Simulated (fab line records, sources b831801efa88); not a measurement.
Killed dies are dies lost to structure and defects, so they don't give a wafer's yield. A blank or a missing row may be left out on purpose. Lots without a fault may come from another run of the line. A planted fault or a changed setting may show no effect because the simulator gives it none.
A struck lot beside a sound one | flow gf180mcu | 19 steps out of a route of 602
Sound: wafers L579.1, L579.2, L579.4. Struck: wafer L589.1. (L589.4, L589.5 of the same lot were not struck and are left out.) The cause comes at the end.
At each step with rows: each side's tool, then ch and its chambers, then its first start. Under that, the readings that differ: sound wafers | struck wafers | difference of the means | sigmas: that difference in standard deviations of wafers without a fault.
alike: readings whose means differ by less than 2 such deviations, and words and numbers that are the same on both sides. not compared: withheld readings, readings that some wafer has no value for, bounds like >300 that may hide the same value, and numbers for which the record gives no deviation and whose values overlap.
The two part at a step that has a row with sigmas, a row that says differs or no value, or rows on one side only. Numbers that don't overlap but have no deviation are shown without sigmas and don't part them. A reading that every wafer of one side lacks parts them only if that side has two wafers or more.

first, 1 step without rows for these wafers: GF_V3_ETCH_17 (etches SiO2 in C4F8/O2/Ar, stops on TiN, target depth 635 nm).
GF_V3_STRIP_18: strips in O2/N2.
  sound on plasma_asher-03 ch 0,1, day 22 11:50; struck on plasma_asher-02 ch 1, day 26 12:34
  alike: drypump_motor_current_A, heater_power_w, oes_product_au
  not compared: rf_hours_counter_h
then, 2 steps without rows for these wafers: GF_V3_STRIP_19 (strips in post etch residue remover, time 1200 s); GF_V3_CLEAN_20 (cleans in DIW).
GF_V3_SPUTTER_21: material Ti, target thk 15 nm, time 80.02 s.
  sound on pvd_sputter-01, day 22 12:23; struck on pvd_sputter-01, day 26 13:06
  alike: throttle_valve_pct
GF_V3_SPUTTER_22: material TiN, target thk 10 nm, time 40 s.
  sound on pvd_sputter-01, day 22 12:26; struck on pvd_sputter-01, day 26 13:10
  alike: throttle_valve_pct
GF_V3_CVD_23: deposits W, target thk 350 nm, time 104.9 s.
  sound on cvd_w-01 ch 0,1, day 22 12:29; struck on cvd_w-02 ch 1, day 26 13:12
  reading            | sound       | struck | difference | sigmas
  heater_power_w (W) | 771 668 664 | 1083   | +382       | +3
GF_V3_RS_MEAS_24: measures by four-point-probe.
  sound on film_metro-01, day 22 12:35; struck on film_metro-04, day 26 13:19
  alike: V3_W_RS
GF_V3_THK_MEAS_25: measures by xrf.
  sound on film_metro-01, day 22 12:43; struck on film_metro-04, day 26 13:26
  alike: V3_W_THK
then, 3 steps without rows for these wafers: GF_V3_CMP_26 (polishes, stops on SiO2, t overpolish 15 s, target thk 0 nm); GF_M4_SPUTTER_00 (material Ti, target thk 37.5 nm, time 150 s); GF_M4_SPUTTER_01 (material TiN, target thk 30 nm, time 25 s).
GF_M4_SPUTTER_02: material AlCu, target thk 450 nm, time 23.9 s.
  sound on pvd_sputter-03, day 22 13:12; struck on pvd_sputter-02, day 26 13:55
  reading                                 | sound             | struck | difference | sigmas
  model.AlCu_of_M4_SPUTTER_02.thk_nm (nm) | 448.3 444.5 448.2 | 863    | +416       |
  alike: throttle_valve_pct
GF_M4_SPUTTER_03: material Ti, target thk 10 nm, time 6.7 s.
  sound on pvd_sputter-03, day 22 13:14; struck on pvd_sputter-02, day 26 13:57
  alike: throttle_valve_pct
then, 1 step without rows for these wafers: GF_M4_SPUTTER_04 (material TiN, target thk 50 nm, time 41.7 s).
GF_M4_RS_MEAS_05: measures by four-point-probe.
  sound on film_metro-03, day 22 13:17; struck on film_metro-02, day 26 14:01
  reading             | sound                | struck | difference | sigmas
  M4_ALCU_RS (ohm/sq) | 0.0697 0.0705 0.0698 | 0.0360 | -0.0340    | -52
GF_M4_THK_MEAS_06: measures by xrf.
  sound on film_metro-03, day 22 13:25; struck on film_metro-02, day 26 14:08
  reading          | sound       | struck | difference | sigmas
  M4_ALCU_THK (nm) | 451 446 448 | 870    | +422       | +70
then, 1 step without rows for these wafers: GF_M4_DEHYDRATE_07 (time 60 s).
-- the record jumps here: 6 days lie between the struck wafers' starts before and after (it left off in module M4 and takes up again in module PASSIVATION, whose first step shown is number 602 of the route) --
GF_PASSIVATION_PROBE_99:
  the record has rows for the struck wafers here (prober-01, day 32 11:19) and none for the sound ones

WHERE THEY PART
First at GF_V3_CVD_23; last, within this record, at GF_PASSIVATION_PROBE_99.

WHY: what the simulator had put in
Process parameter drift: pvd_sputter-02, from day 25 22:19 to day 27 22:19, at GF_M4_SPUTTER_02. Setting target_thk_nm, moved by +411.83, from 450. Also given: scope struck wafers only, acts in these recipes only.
